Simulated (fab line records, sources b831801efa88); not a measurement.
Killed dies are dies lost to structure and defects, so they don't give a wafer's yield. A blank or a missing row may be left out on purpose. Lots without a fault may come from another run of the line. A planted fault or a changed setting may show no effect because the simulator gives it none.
Which tool did it? | flow sky130 | 6 lots, 18 wafers sampled, at 2 steps of a route of 708

WHAT THE GAUGES READ, wafer by wafer
SKY_SD_N_RS_MEAS_16: measures by four-point-probe.
lot  | measured     | on            | SD_N_RS (ohm/sq)
L612 | day 29 18:42 | film_metro-01 | 68.48 68.61 68.59
L616 | day 30 03:16 | film_metro-01 | 73.79 73.64 73.76 73.67 73.74 73.80
L621 | day 32 00:48 | film_metro-02 | 68.52 68.49 68.39
L623 | day 33 12:42 | film_metro-01 | 68.36 68.39 68.22
L630 | day 34 18:43 | film_metro-01 | 68.51 68.41 68.23
L632 | day 35 05:12 | film_metro-01 | 68.32 68.22 68.16

WHICH TOOL RAN EACH LOT (tool, then ch and the chambers of the sampled wafers, then the start)
lot  | SKY_SD_N_RTA_14
L612 | rtp_anneal-01 ch 0, day 29 18:31
L616 | rtp_anneal-01 ch 0, day 30 03:05
L621 | rtp_anneal-02 ch 0, day 32 00:38
L623 | rtp_anneal-01 ch 0, day 33 12:30
L630 | rtp_anneal-01 ch 0, day 34 18:32
L632 | rtp_anneal-01 ch 0, day 35 05:02
- SKY_SD_N_RTA_14: time 2 s.

THE ANSWER, worked out from the rows above alone
Rule: what is usual is taken from the lots themselves. Put in order of their means at a reading, lots are off if they are a third of the lots or fewer, leave a main group of 4 or more, and stand apart from it by a gap of 3 or more times the standard deviation of the main group's means; of several such gaps the widest counts. A main group whose means are all the same, to the digits that the tables above print for the reading, isn't used. A lot without any number at a reading at which 4 lots or more have one is off too. The other lots that the step has rows for count as sound.
Off: L616, at SKY_SD_N_RS_MEAS_16 (SD_N_RS). The main group: mean 68.39 ohm/sq, standard deviation 0.11.
A tool fits if, at a process step before that reading, it ran every lot that is off, and no sound lot after the first of them. The gauges at SKY_SD_N_RS_MEAS_16 are tried like those tools. None of those tried fits.

WHAT THE SIMULATOR HAD PUT IN
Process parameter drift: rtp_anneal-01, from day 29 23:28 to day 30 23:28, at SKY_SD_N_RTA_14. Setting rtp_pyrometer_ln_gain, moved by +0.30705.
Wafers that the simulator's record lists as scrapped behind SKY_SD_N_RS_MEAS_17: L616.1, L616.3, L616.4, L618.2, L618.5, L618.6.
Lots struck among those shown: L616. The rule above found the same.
